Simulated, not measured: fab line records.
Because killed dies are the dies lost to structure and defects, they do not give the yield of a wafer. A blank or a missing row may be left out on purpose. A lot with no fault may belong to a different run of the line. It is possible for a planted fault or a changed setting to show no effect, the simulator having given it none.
fab line records    flow gf180mcu
record lots=12  wafers=35  lastDay=34
route steps=602 shown VT_IMPLANT@111 NSD@246 SAB@268 M1@331
lots that met no fault: from a run of the same line without faults
startH: hours from the record's first day to the start of the lot's first wafer shown    waitH: hours elapsed since this lot's preceding step    " unchanged from the row above    L1.1+2: a single row standing in for several wafers    - either no value or no given start    * or withheld: withheld    < > ~ a bound
route shown NAME@n: NAME is a module with steps in the file, n the number in the route of the first one    usual: average and standard deviation across the fault-free wafers    same: alike in all rows    chamber/n: place in a boat    sites: each site's reading    _std_site: the values' standard deviation    _edge_site: mean of outer sites minus mean of inner sites    radiusMm: how far each site lies from the wafer's centre    mask NAME#n: copy n    behind: tool/chamber where the wafer was last shaped    hold: cause of the lot's hold/its duration in hours/its outcome    device: transistor that didn't switch, given as n, p or np    end of line: the same wafers' tests at the end of the route    a step with no rows: only its recipe    killed: count of dies lost to structure and defects at first sort (not the wafer's yield)    map: dies across one wafer; x = killed, . = not, _ = none there
set.NAME: the setting that was run; set.NAME@STEP: the one run at that earlier step    model.NAME: the simulator's own value behind a step, which no gauge read
route steps across a sampled set of lots; one table per step, one row per wafer
services: the hour from which a tool's chamber was out of use, counted from the record's first day as startH (under 0 if before that day), plus the number of hours and why
## steps
# step GF_VT_IMPLANT_TW_MEAS_21
# usual VT_IMPLANT_2_TW=1213/16
lot.wafer  tool          chamber  startH  waitH  VT_IMPLANT_2_TW
L736.1     filmMetro-04  -        126.37  0.1    1243
L736.3     "             -        "       "      1247
L736.5     "             -        "       "      1241
L737.2     filmMetro-04  -        132.48  0.1    1235
L737.3     "             -        "       "      1237
L737.5     "             -        "       "      1236
L738.1     filmMetro-02  -        136.82  0.1    1208
L738.3     "             -        "       "      1210
L738.6     "             -        "       "      1212
L739.4     filmMetro-02  -        139.15  0.1    1215
L739.5     "             -        "       "      1212
L739.6     "             -        "       "      1206
L740.1     filmMetro-02  -        152.52  0.1    1204
L740.2     "             -        "       "      1210
L740.6     "             -        "       "      1204
L744.3     filmMetro-01  -        182.86  0.1    1197
L744.5     "             -        "       "      1195
L744.6     "             -        "       "      1196
L746.1     filmMetro-02  -        193.82  0.1    1209
L746.5     "             -        "       "      1211
L746.6     "             -        "       "      1212
L749.2     filmMetro-04  -        209.08  0.1    1227
L749.4     "             -        "       "      1228
L749.6     "             -        "       "      1232
L753.4     filmMetro-02  -        238.29  0.1    1197
L753.5     "             -        "       "      1197
L753.6     "             -        "       "      1199
L756.1     filmMetro-02  -        249.77  0.1    1207
L756.5     "             -        "       "      1215
L758.3     filmMetro-01  -        270.04  0.1    1198
L758.4     "             -        "       "      1203
L758.5     "             -        "       "      1204
L759.1     filmMetro-01  -        271.62  0.1    1196
L759.2     "             -        "       "      1197
L759.5     "             -        "       "      1199
# step GF_NSD_STRIP_11
# recipe chemistry=O2/N2  powerW=1400  pressureMtorr=1500  platenTempC=250  o2FlowSccm=3000  n2FlowSccm=300  overashFraction=0.5
# usual drypumpMotorCurrentA=6.00/0.25  heaterPowerW=335/26  oesProductAu=0.487/0.0044  stripTimeToEndpointS=22.98/0.036
lot.wafer  tool            chamber  startH  waitH  drypumpMotorCurrentA  heaterPowerW  oesProductAu  rfHoursCounterH  stripTimeToEndpointS
L736.1     plasmaAsher-01  0        302.93  0.1    5.80                  331           0.484         61               22.99
L736.3     "               1        "       "      6.40                  318           0.482         -                23.00
L736.5     "               1        "       "      6.42                  310           0.484         -                23.03
L737.2     plasmaAsher-03  0        307.04  0.1    6.23                  308           0.487         21               22.98
L737.3     "               0        "       "      6.24                  306           0.487         -                22.99
L737.5     "               0        "       "      6.24                  308           0.490         -                23.00
L738.1     plasmaAsher-03  0        309.93  0.1    6.23                  315           0.490         22               23.03
L738.3     "               1        "       "      5.70                  375           0.481         -                23.03
L738.6     "               0        "       "      6.25                  310           0.480         -                23.02
L739.4     plasmaAsher-03  0        316.92  0.1    6.27                  315           0.483         -                22.94
L739.5     "               1        "       "      5.74                  367           0.488         -                22.94
L739.6     "               0        "       "      6.22                  293           0.490         -                22.99
L740.1     plasmaAsher-04  0        329.19  0.1    5.86                  341           0.490         53               23.02
L740.2     "               1        "       "      6.12                  322           0.481         53               22.99
L740.6     "               1        "       "      6.10                  313           0.482         -                23.01
L744.3     plasmaAsher-04  0        368.47  0.1    5.87                  338           0.497         -                23.01
L744.5     "               1        "       "      6.12                  322           0.488         -                23.05
L744.6     "               0        "       "      5.86                  342           0.480         -                23.02
L746.1     plasmaAsher-03  1        389.83  0.1    5.67                  368           0.482         31               22.96
L746.5     "               1        "       "      5.71                  371           0.480         -                22.97
L746.6     "               0        "       "      6.23                  306           0.486         -                22.95
L749.2     plasmaAsher-04  1        403.43  0.1    6.11                  317           0.482         62               22.95
L749.4     "               1        "       "      6.11                  326           0.489         -                22.98
L749.6     "               1        "       "      6.14                  319           0.490         -                22.96
L753.4     plasmaAsher-03  1        443.67  0.1    5.72                  373           0.482         -                22.99
L753.5     "               1        "       "      5.70                  374           0.490         -                23.04
L753.6     "               0        "       "      6.22                  308           0.485         -                23.00
L756.1     plasmaAsher-04  0        461.09  0.1    5.87                  338           0.481         68               22.93
L756.5     "               1        "       "      6.11                  323           0.482         -                22.91
L758.3     plasmaAsher-01  1        482.72  0.1    6.43                  321           0.495         -                22.94
L758.4     "               0        "       "      5.80                  341           0.488         -                22.98
L758.5     "               1        "       "      6.40                  323           0.478         -                22.98
L759.1     plasmaAsher-01  1        483.93  0.1    6.36                  326           0.484         78               22.91
L759.2     "               0        "       "      5.78                  337           0.486         78               22.87
L759.5     "               1        "       "      6.39                  310           0.489         -                22.87
# step GF_SAB_COAT_04
# recipe resist=NOVOLAK  spinRpm=3000  resistThkNm=1000
lot.wafer   tool           chamber  startH  waitH
L736.1+3+5  lithoTrack-04  0        333.68  0.1
L737.2+3+5  lithoTrack-02  0        338.85  0.1
L738.1+3+6  lithoTrack-03  0        341.66  0.1
L739.4+5+6  lithoTrack-04  0        348.30  0.1
L740.1+2+6  lithoTrack-02  0        362.13  0.1
L744.3+5+6  lithoTrack-02  0        402.73  0.1
L746.1+5+6  lithoTrack-03  0        425.31  0.1
L749.2+4+6  lithoTrack-03  0        439.19  0.1
L753.4+5+6  lithoTrack-03  0        480.14  0.1
L756.1+5    lithoTrack-03  0        496.66  0.1
L758.3+4+5  lithoTrack-02  0        518.78  0.1
L759.1+2+5  lithoTrack-04  0        519.77  0.1
# step GF_SAB_STRIP_13
# recipe chemistry=O2/N2  powerW=1400  pressureMtorr=1500  platenTempC=250  o2FlowSccm=3000  n2FlowSccm=300  overashFraction=0.5
# usual drypumpMotorCurrentA=6.07/0.2  heaterPowerW=331/11  oesProductAu=0.709/0.0046  stripTimeToEndpointS=12.62/0.039
lot.wafer  tool            chamber  startH  waitH  drypumpMotorCurrentA  heaterPowerW  oesProductAu  rfHoursCounterH  stripTimeToEndpointS
L736.1     plasmaAsher-02  1        345.05  0.0    6.18                  341           0.711         71               12.66
L736.3     "               1        "       "      6.16                  333           0.712         -                12.62
L736.5     "               1        "       "      6.16                  334           0.708         -                12.66
L737.2     plasmaAsher-02  0        349.70  0.0    6.05                  345           0.706         71               12.67
L737.3     "               1        "       "      6.11                  332           0.710         -                12.64
L737.5     "               0        "       "      6.04                  335           0.709         -                12.63
L738.1     plasmaAsher-04  1        352.68  0.0    6.15                  326           0.705         56               12.57
L738.3     "               0        "       "      5.87                  339           0.707         -                12.58
L738.6     "               1        "       "      6.13                  324           0.708         -                12.57
L739.4     plasmaAsher-01  0        359.97  0.0    5.80                  335           0.712         -                12.66
L739.5     "               1        "       "      6.40                  317           0.714         -                12.68
L739.6     "               0        "       "      5.80                  329           0.701         -                12.71
L740.1     plasmaAsher-04  0        374.15  0.0    5.88                  345           0.707         58               12.61
L740.2     "               1        "       "      6.11                  319           0.702         58               12.63
L740.6     "               0        "       "      5.87                  343           0.715         -                12.56
L744.3     plasmaAsher-01  0        414.60  0.0    5.78                  334           0.706         -                12.63
L744.5     "               0        "       "      5.77                  339           0.709         -                12.67
L744.6     "               1        "       "      6.39                  317           0.706         -                12.68
L746.1     plasmaAsher-02  1        437.97  0.0    6.16                  330           0.708         1                12.65
L746.5     "               0        "       "      6.05                  340           0.712         -                12.68
L746.6     "               1        "       "      6.14                  332           0.706         -                12.65
L749.2     plasmaAsher-04  0        451.97  0.0    5.88                  353           0.718         67               12.56
L749.4     "               0        "       "      5.88                  350           0.705         -                12.58
L749.6     "               0        "       "      5.86                  344           0.712         -                12.59
L753.4     plasmaAsher-01  1        492.23  0.0    6.40                  315           0.701         -                12.60
L753.5     "               0        "       "      5.77                  334           0.710         -                12.62
L753.6     "               1        "       "      6.41                  318           0.708         -                13.29
L756.1     plasmaAsher-01  0        508.67  0.0    5.79                  329           0.717         81               13.28
L756.5     "               0        "       "      5.78                  331           0.705         -                12.61
L758.3     plasmaAsher-02  0        530.30  0.0    6.06                  331           0.705         -                12.58
L758.4     "               1        "       "      6.16                  331           0.712         -                12.61
L758.5     "               1        "       "      6.15                  327           0.713         -                12.58
L759.1     plasmaAsher-01  0        531.46  0.0    5.77                  339           0.709         83               12.67
L759.2     "               1        "       "      6.43                  310           0.711         83               12.69
L759.5     "               1        "       "      6.38                  323           0.714         -                12.73
# step GF_M1_METAL_ETCH_16
# recipe chemistry=Cl2/BCl3  maskMaterial=KrF  targetDepthNm=750.8  stopOn=SiO2  pressureMtorr=8  icpW=800  biasW=140  Cl2_flow_sccm=80  bcl3FlowSccm=40  timeS=125.1
# usual biasW=140.0/0.4  drypumpMotorCurrentA=5.9/0.37  oesProductAu=0.992/0.006  throttleValvePct=28.229/0.01
lot.wafer  tool         chamber  startH  waitH  biasW  drypumpMotorCurrentA  oesProductAu  rfHoursCounterH  throttleValvePct
L736.1     rieMetal-02  1        393.43  0.0    140.2  5.4                   0.985         13               28.256
L736.3     "            1        "       "      139.7  5.4                   0.987         -                28.236
L736.5     "            1        "       "      139.2  5.4                   0.987         -                28.258
L737.2     rieMetal-04  0        398.68  0.0    140.1  6.3                   0.989         1                28.232
L737.3     "            0        "       "      140.2  6.3                   0.985         -                28.228
L737.5     "            0        "       "      140.4  6.3                   0.991         -                28.235
L738.1     rieMetal-03  0        399.38  0.0    141.0  5.9                   0.990         5                28.219
L738.3     "            1        "       "      139.9  5.3                   0.993         -                28.232
L738.6     "            1        "       "      140.4  5.3                   0.991         -                28.210
L739.4     rieMetal-02  1        407.68  0.1    139.3  5.4                   0.985         -                28.239
L739.5     "            1        "       "      140.1  5.5                   0.983         -                28.231
L739.6     "            0        "       "      140.3  6.1                   0.995         -                28.220
L740.1     rieMetal-02  0        424.04  0.0    139.7  6.1                   0.992         12               28.224
L740.2     "            1        "       "      139.7  5.4                   0.986         14               28.255
L740.6     "            1        "       "      140.0  5.4                   0.975         -                28.240
L744.3     rieMetal-03  0        467.17  0.1    139.2  5.9                   0.989         -                28.230
L744.5     "            0        "       "      139.1  5.9                   0.994         -                28.233
L744.6     "            1        "       "      139.8  5.3                   0.996         -                28.234
L746.1     rieMetal-02  1        488.74  0.0    140.5  5.4                   0.990         0                28.229
L746.5     "            0        "       "      139.5  6.1                   0.988         -                28.231
L746.6     "            1        "       "      140.4  5.4                   0.993         -                28.240
L749.2     rieMetal-03  0        503.48  0.0    139.7  5.9                   0.991         7                28.217
L749.4     "            0        "       "      140.5  5.9                   1.000         -                28.228
L749.6     "            0        "       "      140.3  5.9                   0.991         -                28.231
L753.4     rieMetal-04  0        541.38  0.1    139.5  6.3                   0.985         -                28.243
L753.5     "            1        "       "      140.0  6.1                   0.990         -                28.235
L753.6     "            0        "       "      139.6  6.3                   0.988         -                28.236
L756.1     rieMetal-04  0        556.78  0.0    139.1  6.3                   0.989         5                28.240
L756.5     "            0        "       "      139.8  6.3                   0.993         -                28.239
L758.3     rieMetal-03  1        577.43  0.1    139.6  5.3                   1.001         -                28.219
L758.4     "            0        "       "      139.9  5.9                   0.990         -                28.220
L758.5     "            0        "       "      139.6  5.9                   0.995         -                28.235
L759.1     rieMetal-02  0        578.04  0.0    140.1  6.1                   0.997         2                28.237
L759.2     "            1        "       "      141.1  5.4                   0.980         4                28.236
L759.5     "            1        "       "      140.0  5.4                   0.985         -                28.225
## services
tool            chamber  startH  hours  kind
plasmaAsher-03  -        280.59  2.9    repair
plasmaAsher-01  -        286.49  2.8    pm
plasmaAsher-02  -        313.35  2.8    pm
plasmaAsher-03  -        314.34  1.9    repair
plasmaAsher-01  -        314.38  1.7    repair
plasmaAsher-01  -        318.54  2.6    repair
plasmaAsher-01  -        362.50  14.6   pm
rieMetal-02     -        369.33  1.4    pm
rieMetal-03     -        382.34  2.8    pm
plasmaAsher-03  -        404.24  2.8    pm
plasmaAsher-04  -        419.58  0.6    repair
plasmaAsher-02  -        421.25  9.0    pm
rieMetal-02     1        444.90  -      clean
rieMetal-02     1        444.90  23.2   scheduledDown
rieMetal-02     1        444.90  23.2   ventCycle
plasmaAsher-01  -        449.31  2.9    repair
plasmaAsher-02  -        468.66  0.7    repair
rieMetal-03     -        469.72  0.9    repair
plasmaAsher-04  -        477.12  9.7    repair
rieMetal-02     0        499.21  -      clean
plasmaAsher-02  -        509.73  1.9    repair
plasmaAsher-02  -        512.98  2.9    repair
plasmaAsher-02  -        550.72  3.0    repair
rieMetal-04     -        574.11  14.6   pm
## key
firstSign step=GF_SAB_STRIP_13  reading=stripTimeToEndpointS  direction=up  sigmas=17  usual=*  struck=*
effect none on later readings
metAt GF_SAB_COAT_04
struckLots L753,L756
struckWafers L753.6,L756.1
testerLeftOut L753,L756
notActingAt GF_VT_IMPLANT_TW_MEAS_21,GF_NSD_STRIP_11,GF_M1_METAL_ETCH_16
onsetBetween 439.19 480.14
fault kind=processParameterDrift  tool=lithoTrack-03  chamber=-  onsetH=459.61  steps=GF_SAB_COAT_04  channel=resistThkNm  offset=*  shape=step  endH=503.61  scope=struckWafersOnly  actsIn=*  stated=*
# testerLeftOut: of these lots the tester's yield and bins aren't shown, on N5 and GAA mostly nor the transistor test; their killed dies are dies lost to structure and defects alone, not to doping, threshold or leakage, so they don't give the yield
